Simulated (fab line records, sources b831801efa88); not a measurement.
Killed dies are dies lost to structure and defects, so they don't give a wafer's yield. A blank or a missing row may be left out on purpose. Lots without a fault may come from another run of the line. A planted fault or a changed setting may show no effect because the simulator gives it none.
fab line records | flow sky130 | part 1 of 2: steps 1 to 28 of 40
record lots=5 wafers=15 last_day=49
route steps=708 shown CAPM@545 METAL3@555 VIA3@573
lots that met no fault: from a run of the same line without faults
start_h: hours from the record's first day to the start of the lot's first wafer shown | wait_h: hours since the lot's step before | " the same as in the row above | L1.1+2: a row that stands for several wafers | - no value, or no start given | * or withheld: withheld | < > ~ a bound
route shown NAME@n: a module of which the file shows steps, and the number in the route of the first | usual: mean/standard deviation of fault-free wafers | same: alike in all rows | chamber/n: place in a boat | sites: the reading at each site | _std_site: their standard deviation | _edge_site: outer sites' mean less inner sites' | radius_mm: how far each site lies from the wafer's centre | mask NAME#n: copy n | behind: the tool/chamber that last shaped the wafer | hold: why the lot was held/for how many hours/how that ended | device: the transistor (n, p or np) that didn't switch | end of line: the same wafers' tests at the end of the route | a step without rows: its recipe alone | killed: dies lost to structure and defects at the first sort, not the wafer's yield | map: a wafer's dies, x killed, . not, _ none there
set.NAME: the setting as run; set.NAME@STEP: as run at that earlier step | model.NAME: the simulator's own value behind a step, which no gauge read
lots at some steps of the route; a table a step, a row a wafer
services: from which hour (start_h, from the record's first day; less than 0 if before it) a tool's chamber was out of use, for how many hours, and why
## steps
# step SKY_CAPM_SOFTBAKE_08
# recipe temp_c=90 time_s=60 resist=NOVOLAK
# usual plate_temp_C=89.96/0.13
# same time_s=60
# columns lot.wafer tool chamber start_h wait_h plate_temp_C
L075.1 litho_track-02 0 871.32 0.1 89.92
L075.2 " 0 " " 89.90
L075.3 " 0 " " 89.89
L085.3 litho_track-02 0 936.77 0.1 89.75
L085.4 " 0 " " 89.83
L085.5 " 0 " " 89.93
L090.2 litho_track-04 0 984.50 0.1 90.07
L090.3 " 0 " " 90.18
L090.4 " 0 " " 90.05
L092.2 litho_track-01 0 996.43 0.1 89.90
L092.5 " 0 " " 89.92
L092.6 " 0 " " 89.90
L094.2 litho_track-01 0 1000.78 0.1 89.96
L094.3 " 0 " " 89.76
L094.5 " 0 " " 89.85
# step SKY_CAPM_EXPOSE_09
# recipe mask_id=CAPM na=0.6 source_shape=conventional sigma_outer=0.6 polarization=unpolarized target_cd_nm=1000 dose_mj=159
# usual reticle_temp_C=23.00/0.11
# columns lot.wafer tool chamber start_h wait_h mask reticle_temp_C
L075.1 iline_stepper-02 0 - - CAPM#0 22.91
L075.2 " 0 " " CAPM#0 22.99
L075.3 " 0 " " CAPM#0 22.99
L085.3 iline_stepper-01 0 - - CAPM#0 22.94
L085.4 " 0 " " CAPM#0 22.95
L085.5 " 0 " " CAPM#0 23.01
L090.2 iline_stepper-02 0 - - CAPM#0 23.18
L090.3 " 0 " " CAPM#0 23.15
L090.4 " 0 " " CAPM#0 23.10
L092.2 iline_stepper-01 0 - - CAPM#0 22.91
L092.5 " 0 " " CAPM#0 23.07
L092.6 " 0 " " CAPM#0 23.04
L094.2 iline_stepper-02 0 - - CAPM#0 22.84
L094.3 " 0 " " CAPM#0 22.78
L094.5 " 0 " " CAPM#0 22.91
# step SKY_CAPM_PEB_10
# recipe temp_c=withheld time_s=* resist=NOVOLAK
# same time_s=*
# columns lot.wafer tool chamber start_h wait_h
L075.1+2+3 litho_track-01 0 - -
L085.3+4+5 litho_track-01 0 - -
L090.2+3+4 litho_track-01 0 - -
L092.2+5+6 litho_track-02 0 - -
L094.2+3+5 litho_track-02 0 - -
# step SKY_CAPM_DEVELOP_11
# recipe resist=NOVOLAK developer=TMAH develop_time_s=60 dev_temp_c=23
# columns lot.wafer tool chamber start_h wait_h
L075.1+2+3 litho_track-01 0 883.45 0.1
L085.3+4+5 litho_track-01 0 950.00 0.1
L090.2+3+4 litho_track-01 0 995.83 0.1
L092.2+5+6 litho_track-02 0 1008.44 0.1
L094.2+3+5 litho_track-02 0 1011.54 0.1
# step SKY_CAPM_OVL_MEAS_12
# usual CAPM_OVL=0.1/1.5
# columns lot.wafer tool chamber start_h wait_h CAPM_OVL[nm]
L075.1 overlay-01 - 883.60 0.1 -1.5
L075.2 " - " " -2.8
L075.3 " - " " -2.4
L085.3 overlay-01 - 950.11 0.1 1.3
L085.4 " - " " 0.9
L085.5 " - " " 0.7
L090.2 overlay-02 - 995.96 0.1 0.8
L090.3 " - " " 0.1
L090.4 " - " " 0.4
L092.2 overlay-01 - 1008.58 0.1 0.2
L092.5 " - " " -1.5
L092.6 " - " " -0.5
L094.2 overlay-02 - 1011.68 0.1 -2.6
L094.3 " - " " -3.2
L094.5 " - " " -1.9
# step SKY_CAPM_METAL_ETCH_13
# recipe target_depth_nm=220 stop_on=SiO2 chemistry=Cl2/BCl3 target=TiN pressure_mtorr=10 icp_w=900 bias_w=49.79 Cl2_flow_sccm=60 bcl3_flow_sccm=30 time_s=62.9
# usual bcl3_flow_sccm=30.02/0.08 drypump_motor_current_A=5.8/0.35 oes_product_au=0.944/0.0073 throttle_valve_pct=21.899/0.01
# same time_s=62.9
# columns lot.wafer tool chamber start_h wait_h bcl3_flow_sccm drypump_motor_current_A oes_product_au rf_hours_counter_h throttle_valve_pct
L075.1 rie_metal-02 0 883.64 0.0 30.13 5.6 0.956 8 21.908
L075.2 " 1 " " 30.13 6.0 0.965 2 21.895
L075.3 " 1 " " 30.17 6.0 0.948 - 21.893
L085.3 rie_metal-02 0 950.16 0.0 29.97 5.6 0.950 - 21.907
L085.4 " 1 " " 30.11 6.0 0.951 - 21.902
L085.5 " 1 " " 30.11 6.0 0.949 - 21.877
L090.2 rie_metal-04 0 995.99 0.0 30.13 6.3 0.947 14 21.900
L090.3 " 1 " " 30.01 6.0 0.953 - 21.880
L090.4 " 0 " " 29.97 6.4 0.944 - 21.905
L092.2 rie_metal-02 0 1008.61 0.0 30.01 5.6 0.948 14 21.919
L092.5 " 1 " " 30.08 6.0 0.933 - 21.904
L092.6 " 0 " " 30.04 5.6 0.948 - 21.908
L094.2 rie_metal-01 1 1011.71 0.0 29.79 5.3 0.942 17 21.893
L094.3 " 1 " " 30.00 5.3 0.931 - 21.897
L094.5 " 0 " " 30.13 5.5 0.933 - 21.904
# step SKY_CAPM_STRIP_14
# recipe chemistry=O2/N2 power_w=1400 pressure_mtorr=1500 platen_temp_c=withheld o2_flow_sccm=3000 n2_flow_sccm=300 overash_fraction=0.5
# usual drypump_motor_current_A=5.8/0.51 oes_product_au=0.710/0.0049 strip_time_to_endpoint_s=12.63/0.036
# columns lot.wafer tool chamber start_h wait_h drypump_motor_current_A oes_product_au rf_hours_counter_h strip_time_to_endpoint_s
L075.1 plasma_asher-04 1 883.71 0.1 5.1 0.703 45 12.57
L075.2 " 0 " " 6.1 0.708 45 12.59
L075.3 " 1 " " 5.1 0.712 - 12.64
L085.3 plasma_asher-01 1 950.25 0.1 6.4 0.701 - 12.62
L085.4 " 0 " " 5.5 0.715 - 12.63
L085.5 " 1 " " 6.4 0.706 - 12.62
L090.2 plasma_asher-01 0 996.07 0.1 5.5 0.715 90 12.56
L090.3 " 1 " " 6.5 0.700 - 12.63
L090.4 " 0 " " 5.5 0.714 - 12.59
L092.2 plasma_asher-01 1 1008.68 0.1 6.4 0.709 91 12.70
L092.5 " 0 " " 5.5 0.707 - 12.69
L092.6 " 1 " " 6.4 0.712 - 12.71
L094.2 plasma_asher-04 0 1011.78 0.1 6.1 0.701 59 12.65
L094.3 " 1 " " 5.1 0.710 - 12.62
L094.5 " 1 " " 5.2 0.709 - 12.70
# step SKY_CAPM_STRIP_15
# recipe chemistry=post_etch_residue_remover time_s=1200 temp_c=72.5
# same time_s=1200
# columns lot.wafer tool chamber start_h wait_h
L075.1+2+3 wet_bench-04 3 883.81 0.1
L085.3+4+5 wet_bench-03 0 950.31 0.0
L090.2+3+4 wet_bench-03 2 996.17 0.1
L092.2+5+6 wet_bench-04 1 1008.78 0.1
L094.2+3+5 wet_bench-02 0 1011.88 0.1
# step SKY_CAPM_CLEAN_16
# recipe chemistry=IPA time_s=180 temp_c=25
# same time_s=180
# columns lot.wafer tool chamber start_h wait_h
L075.1+2+3 wet_bench-02 2 884.16 0.0
L085.3+4+5 wet_bench-03 0 950.69 0.0
L090.2+3+4 wet_bench-02 1 996.54 0.0
L092.2+5+6 wet_bench-02 0 1009.12 0.0
L094.2+3+5 wet_bench-04 3 1012.26 0.0
# step SKY_CAPM_CLEAN_17
# recipe chemistry=O3/DIW dry=n2_spin
# columns lot.wafer tool chamber start_h wait_h
L075.1+2+3 wet_bench-04 2 884.22 0.0
L085.3+4+5 wet_bench-03 0 950.75 0.0
L090.2+3+4 wet_bench-04 0 996.60 0.0
L092.2+5+6 wet_bench-04 1 1009.18 0.0
L094.2+3+5 wet_bench-03 1 1012.31 0.0
# step SKY_METAL3_DEHYDRATE_05
# recipe temp_c=200 time_s=60
# usual plate_temp_C=200.01/0.15
# same time_s=60
# columns lot.wafer tool chamber start_h wait_h plate_temp_C
L075.1 litho_track-04 0 896.63 12.3 199.97
L075.2 " 0 " " 200.11
L075.3 " 0 " " 200.17
L085.3 litho_track-01 0 961.00 10.2 200.03
L085.4 " 0 " " 199.80
L085.5 " 0 " " 199.99
L090.2 litho_track-03 0 1008.26 11.6 199.70
L090.3 " 0 " " 199.74
L090.4 " 0 " " 199.91
L092.2 litho_track-04 0 1018.85 9.6 199.87
L092.5 " 0 " " 199.70
L092.6 " 0 " " 199.88
L094.2 litho_track-04 0 1023.75 11.3 199.99
L094.3 " 0 " " 200.13
L094.5 " 0 " " 199.97
# step SKY_METAL3_HMDS_06
# recipe prime_time_s=60 prime_temp_c=120
# columns lot.wafer tool chamber start_h wait_h
L075.1+2+3 litho_track-04 0 896.78 0.1
L085.3+4+5 litho_track-01 0 961.15 0.1
L090.2+3+4 litho_track-03 0 1008.41 0.1
L092.2+5+6 litho_track-04 0 1019.00 0.1
L094.2+3+5 litho_track-04 0 1023.90 0.1
# step SKY_METAL3_COAT_07
# recipe resist=BARC temp_c=withheld time_s=withheld spin_rpm=3000 resist_thk_nm=60
# columns lot.wafer tool chamber start_h wait_h
L075.1+2+3 litho_track-04 0 896.93 0.1
L085.3+4+5 litho_track-01 0 961.30 0.1
L090.2+3+4 litho_track-03 0 1008.56 0.1
L092.2+5+6 litho_track-04 0 1019.15 0.1
L094.2+3+5 litho_track-04 0 1024.05 0.1
# step SKY_METAL3_COAT_08
# recipe resist=KrF-thick spin_rpm=3000 resist_thk_nm=1140
# columns lot.wafer tool chamber start_h wait_h
L075.1+2+3 litho_track-04 0 - -
L085.3+4+5 litho_track-01 0 - -
L090.2+3+4 litho_track-03 0 - -
L092.2+5+6 litho_track-04 0 - -
L094.2+3+5 litho_track-04 0 - -
# step SKY_METAL3_SOFTBAKE_09
# recipe temp_c=100 time_s=90 resist=KrF-thick
# usual plate_temp_C=99.98/0.12
# same time_s=90
# columns lot.wafer tool chamber start_h wait_h plate_temp_C
L075.1 litho_track-04 0 - - 100.05
L075.2 " 0 " " 100.24
L075.3 " 0 " " 100.08
L085.3 litho_track-01 0 - - 99.98
L085.4 " 0 " " 100.10
L085.5 " 0 " " 99.89
L090.2 litho_track-03 0 - - 99.92
L090.3 " 0 " " 99.73
L090.4 " 0 " " 99.77
L092.2 litho_track-04 0 - - 99.91
L092.5 " 0 " " 100.04
L092.6 " 0 " " 100.07
L094.2 litho_track-04 0 - - 100.06
L094.3 " 0 " " 100.13
L094.5 " 0 " " 99.99
# step SKY_METAL3_EXPOSE_10
# recipe mask_id=MM3 na=0.68 source_shape=annular sigma_inner=0.4 sigma_outer=0.8 target_cd_nm=300 dose_mj=28
# usual reticle_temp_C=22.99/0.11
# columns lot.wafer tool chamber start_h wait_h mask reticle_temp_C
L075.1 krf_scanner-02 0 - - MM3#0 22.99
L075.2 " 0 " " MM3#0 23.09
L075.3 " 0 " " MM3#0 23.18
L085.3 krf_scanner-01 0 - - MM3#0 23.11
L085.4 " 0 " " MM3#0 23.06
L085.5 " 0 " " MM3#0 23.20
L090.2 krf_scanner-02 0 - - MM3#0 23.07
L090.3 " 0 " " MM3#0 22.88
L090.4 " 0 " " MM3#0 22.88
L092.2 krf_scanner-01 0 - - MM3#0 23.03
L092.5 " 0 " " MM3#0 22.98
L092.6 " 0 " " MM3#0 23.03
L094.2 krf_scanner-02 0 - - MM3#0 22.97
L094.3 " 0 " " MM3#0 22.92
L094.5 " 0 " " MM3#0 22.90
# step SKY_METAL3_PEB_11
# recipe peb_temp_c=withheld peb_time_s=withheld resist=KrF-thick
# columns lot.wafer tool chamber start_h wait_h
L075.1+2+3 litho_track-01 0 - -
L085.3+4+5 litho_track-03 0 - -
L090.2+3+4 litho_track-03 0 - -
L092.2+5+6 litho_track-04 0 - -
L094.2+3+5 litho_track-01 0 - -
# step SKY_METAL3_DEVELOP_12
# recipe develop_time_s=60 resist=KrF-thick dev_temp_c=21
# columns lot.wafer tool chamber start_h wait_h
L075.1+2+3 litho_track-01 0 - -
L085.3+4+5 litho_track-03 0 - -
L090.2+3+4 litho_track-03 0 - -
L092.2+5+6 litho_track-04 0 - -
L094.2+3+5 litho_track-01 0 - -
# step SKY_METAL3_CD_MEAS_13
# recipe target_cd_nm=300
# usual cd_nm=299.7/1.3
# columns lot.wafer tool chamber start_h wait_h cd_nm
L075.1 cd_sem-01 - 909.20 - 297.4
L075.2 " - " " 298.4
L075.3 " - " " 297.9
L085.3 cd_sem-01 - 974.23 - 299.4
L085.4 " - " " 299.9
L085.5 " - " " 297.5
L090.2 cd_sem-01 - 1018.81 - 300.6
L090.3 " - " " 300.7
L090.4 " - " " 299.8
L092.2 cd_sem-02 - 1031.75 - 301.0
L092.5 " - " " 301.0
L092.6 " - " " 300.7
L094.2 cd_sem-02 - 1034.82 - 301.3
L094.3 " - " " 300.8
L094.5 " - " " 300.7
# step SKY_METAL3_OVL_MEAS_14
# usual METAL3_OVL=0/5.2
# columns lot.wafer tool chamber start_h wait_h METAL3_OVL[nm]
L075.1 overlay-02 - 909.32 0.1 0
L075.2 " - " " -4
L075.3 " - " " -2
L085.3 overlay-01 - 974.32 0.1 0
L085.4 " - " " 0
L085.5 " - " " -3
L090.2 overlay-02 - 1018.91 0.1 -4
L090.3 " - " " -2
L090.4 " - " " -4
L092.2 overlay-02 - 1031.85 0.1 3
L092.5 " - " " -4
L092.6 " - " " -3
L094.2 overlay-02 - 1034.93 0.1 -7
L094.3 " - " " -2
L094.5 " - " " -5
# step SKY_METAL3_DESCUM_15
# recipe chemistry=O2 source_power_w=150 bias_power_w=0 pressure_mtorr=10 temp_c=40 time_s=8
# usual drypump_motor_current_A=5.9/0.34 oes_product_au=0.997/0.0084
# same time_s=8
# columns lot.wafer tool chamber start_h wait_h drypump_motor_current_A oes_product_au rf_hours_counter_h
L075.1 rie_metal-03 1 909.36 0.0 6.4 0.992 11
L075.2 " 0 " " 5.5 0.995 16
L075.3 " 1 " " 6.3 1.003 -
L085.3 rie_metal-03 0 974.35 0.0 5.5 0.992 -
L085.4 " 1 " " 6.4 0.995 -
L085.5 " 1 " " 6.4 0.996 -
L090.2 rie_metal-02 1 1018.94 0.0 6.0 0.997 9
L090.3 " 1 " " 6.0 0.989 -
L090.4 " 0 " " 5.6 0.998 -
L092.2 rie_metal-02 0 1031.88 0.0 5.6 0.989 15
L092.5 " 0 " " 5.6 0.985 -
L092.6 " 1 " " 6.0 0.991 -
L094.2 rie_metal-04 0 1034.96 0.0 6.3 1.011 16
L094.3 " 1 " " 6.0 1.007 -
L094.5 " 1 " " 6.0 1.005 -
# step SKY_METAL3_ETCH_16
# recipe chemistry=N2/H2 target=BARC ion_energy_ev=200 bias_w=100 pressure_mtorr=30 n2_flow_sccm=100 h2_flow_sccm=200 icp_w=500 stop_on=SiO2 time_s=88.2 target_depth_a=600
# usual drypump_motor_current_A=5.9/0.34 oes_product_au=0.625/0.0045 throttle_valve_pct=13.204/0.0091
# same time_s=88.2
# columns lot.wafer tool chamber start_h wait_h drypump_motor_current_A oes_product_au rf_hours_counter_h throttle_valve_pct
L075.1 rie_metal-03 1 909.39 0.0 6.4 0.628 11 13.213
L075.2 " 0 " " 5.5 0.623 16 13.202
L075.3 " 1 " " 6.4 0.628 - 13.204
L085.3 rie_metal-03 0 974.41 0.0 5.5 0.626 - 13.202
L085.4 " 1 " " 6.4 0.617 - 13.224
L085.5 " 1 " " 6.4 0.618 - 13.199
L090.2 rie_metal-02 1 1018.97 0.0 6.0 0.624 9 13.216
L090.3 " 1 " " 6.0 0.625 - 13.189
L090.4 " 0 " " 5.6 0.628 - 13.205
L092.2 rie_metal-02 0 1031.91 0.0 5.6 0.625 15 13.196
L092.5 " 0 " " 5.6 0.629 - 13.200
L092.6 " 1 " " 6.0 0.626 - 13.208
L094.2 rie_metal-04 0 1034.99 0.0 6.3 0.631 16 13.217
L094.3 " 1 " " 6.0 0.631 - 13.197
L094.5 " 1 " " 6.0 0.626 - 13.214
# step SKY_METAL3_ETCH_17
# recipe target=SiO2 stop_on=TiN chemistry=C4F8/O2/Ar source_w=1500 bias_w=1200 pressure_mtorr=40 c4f8_flow_sccm=withheld O2_flow_sccm=6 Ar_flow_sccm=300 time_s=3.9 target_depth_a=150
# usual oes_product_au=0.748/0.007
# same time_s=3.9
# columns lot.wafer tool chamber start_h wait_h oes_product_au rf_hours_counter_h
L075.1 rie_diel-04 0 909.49 0.1 0.739 10
L075.2 " 1 " " 0.741 9
L075.3 " 3 " " 0.735 4
L085.3 rie_diel-02 0 974.47 0.0 0.748 21
L085.4 " 1 " " 0.751 6
L085.5 " 0 " " 0.754 -
L090.2 rie_diel-01 2 1019.07 0.1 0.751 16
L090.3 " 3 " " 0.743 18
L090.4 " 0 " " 0.751 8
L092.2 rie_diel-02 1 1032.01 0.1 0.738 7
L092.5 " 1 " " 0.747 -
L092.6 " 0 " " 0.751 -
L094.2 rie_diel-04 1 1035.09 0.1 0.743 13
L094.3 " 0 " " 0.753 14
L094.5 " 3 " " 0.742 -
# step SKY_METAL3_METAL_ETCH_18
# recipe target_depth_a=8450 stop_on=SiO2 over_etch_frac=0.3 time_s=183.1 chemistry=Cl2/BCl3 resist_sidewall_deg=88 pressure_mtorr=10.48 icp_w=900 bias_w=48.5 Cl2_flow_sccm=60 bcl3_flow_sccm=30
# usual bcl3_flow_sccm=29.99/0.095 drypump_motor_current_A=6.0/0.34 oes_product_au=0.866/0.0061 throttle_valve_pct=21.713/0.0089
# same time_s=183.1
# columns lot.wafer tool chamber start_h wait_h bcl3_flow_sccm drypump_motor_current_A oes_product_au rf_hours_counter_h throttle_valve_pct
L075.1 rie_metal-02 0 909.51 0.0 30.01 5.6 0.868 9 21.722
L075.2 " 1 " " 30.00 6.0 0.871 3 21.717
L075.3 " 1 " " 29.90 6.0 0.865 - 21.707
L085.3 rie_metal-04 1 974.55 0.1 29.88 6.0 0.861 - 21.713
L085.4 " 0 " " 30.02 6.3 0.858 - 21.720
L085.5 " 1 " " 29.99 6.0 0.858 - 21.699
L090.2 rie_metal-03 1 1019.15 0.1 29.94 6.3 0.857 - 21.717
L090.3 " 1 " " 30.02 6.3 0.863 - 21.714
L090.4 " 1 " " 29.94 6.3 0.863 - 21.714
L092.2 rie_metal-04 0 1032.03 0.0 30.02 6.4 0.867 16 21.719
L092.5 " 1 " " 29.99 5.9 0.860 - 21.717
L092.6 " 0 " " 29.93 6.3 0.868 - 21.709
L094.2 rie_metal-02 1 1035.11 0.0 30.01 6.0 0.864 10 21.705
L094.3 " 1 " " 30.08 6.0 0.862 - 21.701
L094.5 " 1 " " 30.25 6.0 0.872 - 21.723
# step SKY_METAL3_STRIP_19
# recipe chemistry=O2/N2 power_w=1400 pressure_mtorr=1500 platen_temp_c=withheld o2_flow_sccm=3000 n2_flow_sccm=300 overash_fraction=0.5
# usual drypump_motor_current_A=6.0/0.48 oes_product_au=0.501/0.0052 strip_time_to_endpoint_s=6.49/0.069
# columns lot.wafer tool chamber start_h wait_h drypump_motor_current_A oes_product_au rf_hours_counter_h strip_time_to_endpoint_s
L075.1 plasma_asher-03 1 909.68 0.1 6.5 0.505 100 6.56
L075.2 " 0 " " 5.5 0.503 100 6.63
L075.3 " 1 " " 6.5 0.501 - 6.67
L085.3 plasma_asher-02 0 974.70 0.1 5.4 0.499 - 6.42
L085.4 " 1 " " 6.4 0.492 - 6.39
L085.5 " 0 " " 5.4 0.501 - 6.40
L090.2 plasma_asher-02 1 1019.45 0.2 6.4 0.499 27 6.43
L090.3 " 1 " " 6.5 0.498 - 6.44
L090.4 " 0 " " 5.4 0.502 - 6.42
L092.2 plasma_asher-01 1 1032.21 0.1 6.4 0.493 94 6.44
L092.5 " 0 " " 5.5 0.504 - 6.45
L092.6 " 1 " " 6.4 0.509 - 6.51
L094.2 plasma_asher-02 1 1035.28 0.1 6.4 0.498 29 6.45
L094.3 " 1 " " 6.4 0.502 - 6.43
L094.5 " 0 " " 5.4 0.500 - 6.44
# step SKY_METAL3_STRIP_20
# recipe chemistry=post_etch_residue_remover time_s=1200 temp_c=72.5
# same time_s=1200
# columns lot.wafer tool chamber start_h wait_h
L075.1+2+3 wet_bench-01 2 909.78 0.1
L085.3+4+5 wet_bench-01 2 974.77 0.0
L090.2+3+4 wet_bench-03 2 1019.55 0.1
L092.2+5+6 wet_bench-02 3 1032.31 0.1
L094.2+3+5 wet_bench-03 1 1035.38 0.1
# step SKY_METAL3_CLEAN_21
# recipe chemistry=IPA time_s=180 temp_c=25
# same time_s=180
# columns lot.wafer tool chamber start_h wait_h
L075.1+2+3 wet_bench-02 0 910.16 0.0
L085.3+4+5 wet_bench-03 3 975.11 0.0
L090.2+3+4 wet_bench-01 0 1019.95 0.0
L092.2+5+6 wet_bench-02 0 1032.65 0.0
L094.2+3+5 wet_bench-01 2 1035.73 0.0
# step SKY_METAL3_CLEAN_22
# recipe chemistry=O3/DIW dry=n2_spin
# columns lot.wafer tool chamber start_h wait_h
L075.1+2+3 wet_bench-02 0 910.21 0.0
L085.3+4+5 wet_bench-01 3 975.17 0.0
L090.2+3+4 wet_bench-02 1 1020.01 0.0
L092.2+5+6 wet_bench-02 3 1032.71 0.0
L094.2+3+5 wet_bench-03 0 1035.78 0.0
